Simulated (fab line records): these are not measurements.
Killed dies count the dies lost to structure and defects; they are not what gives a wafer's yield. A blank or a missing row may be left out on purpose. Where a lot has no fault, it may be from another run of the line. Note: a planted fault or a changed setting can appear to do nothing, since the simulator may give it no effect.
Problem report in the 8D (eight disciplines) form, filled by code | flow gf180mcu | the parts of the form that need people (team, actions taken, sign-off) are left out

1. WHAT IS WRONG
Across 6 wafers from 2 lots, NSD_RS at GF_PSD_RS_MEAS_14 averages 44.77 ohm/sq, while fault-free wafers read 46.13 ohm/sq with a standard deviation of 0.081. That puts it -17 standard deviations away from the usual mean.
The step: measures by four-point-probe.
Seen first at day 18 18:19 on film-metro-02, wafer L139.3. At this step, 36 wafers from 12 lots have a number in the record. The rule behind "out" and "out of limits": a value lying over 4 standard deviations away from the usual mean. All remaining wafers that have a number are taken as sound.

2. WHAT IT IS, AND WHAT IT ISN'T
question                    | is                           | is not
which readings at this step | NSD_RS                       | -
which lots                  | L139, L140                   | L126, L127, L128, L131, L133, L138, L141, L144, L148, L149
which wafers of those lots  | all that have a number       | -
read on which gauges        | film-metro-01, film-metro-02 | film-metro-03
when                        | from day 18 18:19            | up to then (18 sound wafers); but 12 sound wafers of L141, L144, L148, L149 came after

3. WHAT RULES OUT EACH SUSPECT
Counting: any tool at a process step up to the reading is kept as a suspect provided that every lot that is out went through it and no sound lot did after the first of them.
- the gauge at GF_PSD_RS_MEAS_14 has been ruled out. 2 gauges (film-metro-01, film-metro-02) read the wafers that are out.
- rtp-anneal-01 at GF_VT_IMPLANT_RTA_45 (time 30 s): ruled out as a lasting fault. Following L139 (day 11 02:30), the first lot on it that is out, the sound lots L141, L148 were run on it.
- rtp-anneal-01 at GF_PSD_RTA_13 (time 20 s): kept. All lots that are out passed through it, beginning with L139 at day 18 18:13, and no sound lot followed; its final sound lot before that point was L133 at day 16 21:19. Its own wafer_temp_C_max readings are out on those wafers.
Left after counting: rtp-anneal-01 at GF_PSD_RTA_13.

4. THE CAUSE (what the simulator had put in)
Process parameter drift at GF_PSD_RTA_13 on rtp-anneal-01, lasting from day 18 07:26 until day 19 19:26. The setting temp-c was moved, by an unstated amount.
The count eliminated every tool but this one.

5. THE EFFECT CHAIN, in route order
Each row: a reading where the mean over the struck wafers with a number is more than 3 standard deviations away from the usual. Scope: only readings with a usual standard deviation given in the record; hours: median across lots of the time from each lot's start at the first step in this table that gives one to its start at this step; sigmas: change in usual standard deviations.
hours | step              | reading          | usual         | on struck wafers | change | sigmas
0     | GF_PSD_RTA_13     | wafer_temp_C_max | 1030.1        | 1039.8           | +9.8   | +5.1
0     | GF_PSD_RS_MEAS_14 | NSD_RS           | 46.13 ohm/sq  | 44.77            | -1.36  | -17
0     | GF_PSD_RS_MEAS_15 | PSD_RS           | 108.59 ohm/sq | 103.49           | -5.10  | -18
Process steps it contains:
- GF_PSD_RTA_13: time 20 s.
Later steps that measure or inspect, where all struck wafers having a row at the step show a number for every such reading and not one has moved that far: GF_CONTACT_CD_MEAS_14.

6. WHAT WOULD HAVE CAUGHT IT SOONER
The first out-of-limits reading at a measuring or inspecting step in this record came at day 18 18:19, 11 hours after the fault's start at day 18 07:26.
At GF_PSD_RTA_13, the tool's own readings (wafer_temp_C_max) were out on each struck wafer the step has a row for, so an alarm limit on them would have fired on the first such wafer.
Of the lots that are out (2), L140 began GF_PSD_RTA_13 on rtp-anneal-01 after day 18 18:19. A tool hold placed at that time would have kept it from harm.
